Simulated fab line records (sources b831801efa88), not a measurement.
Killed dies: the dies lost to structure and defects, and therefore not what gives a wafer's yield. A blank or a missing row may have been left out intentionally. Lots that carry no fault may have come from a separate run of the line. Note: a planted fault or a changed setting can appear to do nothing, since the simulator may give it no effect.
Problem report, 8D (eight disciplines) form, completed by code -- flow sky130 -- the parts of the form that need people (team, actions taken, sign-off) are left out

1. THE PROBLEM
Wafers without a fault read 2999.7 rpm, standard deviation 1.9; spinSpeedRpm at SKY_VT_ADJUST_LVTN_COAT_13 reads a mean of 3138.2 rpm on 6 wafers belonging to 2 lots. Measured from the usual mean, that is +73 standard deviations.
The step: resist thk 1140 nm.
First observed at day 12 22:56: wafer L515.1, on lithoTrack-02. Wafers with a number at this step in the record: 36, from 12 lots. The rule behind "out" and "out of limits": a value lying over 4 standard deviations away from the usual mean. The rest of the wafers with a number are treated as sound.

2. WHAT IT IS, WHAT IT ISN'T
question,is,is not
which readings at this step,spinSpeedRpm,-
which lots,"L515, L517","L495, L496, L497, L498, L499, L501, L502, L503, L508, L518"
which wafers of those lots,all that have a number,-
read on which tools,lithoTrack-02,"lithoTrack-01, lithoTrack-03"
when,from day 12 22:56,up to then (27 sound wafers); but 3 sound wafers of L518 came after

3. SUSPECTS, AND WHAT RULES EACH OUT
Counting: a tool at a process step up to the reading stays a suspect if it ran every lot that is out and no sound lot after the first of them.
- lithoTrack-02 at SKY_VT_ADJUST_LVTN_COAT_13 (resist thk 1140 nm): kept. It ran every lot that is out, first L515 (day 12 22:56), and no sound lot after that; its last sound lot up to then is L508 (day 10 22:47). Its own readings are out on those wafers: spinSpeedRpm.
Left after counting: lithoTrack-02 at SKY_VT_ADJUST_LVTN_COAT_13.

4. THE CAUSE (what the simulator had put in)
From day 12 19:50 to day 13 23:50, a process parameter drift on lithoTrack-02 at SKY_VT_ADJUST_LVTN_COAT_13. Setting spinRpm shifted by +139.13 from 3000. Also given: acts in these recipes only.
This tool alone remained once counting was done.

5. THE EFFECT CHAIN, in route order
Each row: a reading where the mean over the struck wafers with a number is more than 3 standard deviations away from the usual. Readings are gone through only where the record gives a usual standard deviation; hours: the median, over the lots, of the time from a lot's start at the first step in this table giving one to that lot's start at this step; sigmas: the change measured in usual standard deviations.
hours,step,reading,usual,on struck wafers,change,sigmas
0,SKY_VT_ADJUST_LVTN_COAT_13,spinSpeedRpm,2999.7 rpm,3138.2,+138.5,+73
13,SKY_VT_ADJUST_LVTN_STRIP_20,stripTimeToEndpointS,14.18 s,13.90,-0.28,-8.5
The process steps in it:
- SKY_VT_ADJUST_LVTN_COAT_13: resist thk 1140 nm.
- SKY_VT_ADJUST_LVTN_STRIP_20: strips in O2/N2.
Later measuring or inspecting steps at which every struck wafer that the step has a row for has a number for every such reading, and none has moved that far: SKY_POLY_CUT_OVL_MEAS_09, SKY_SD_N_CD_MEAS_07.

6. HOW IT WOULD HAVE BEEN CAUGHT EARLIER
The fault began at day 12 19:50; the first out-of-limits reading in this record came at day 12 22:56, 3 hours later.
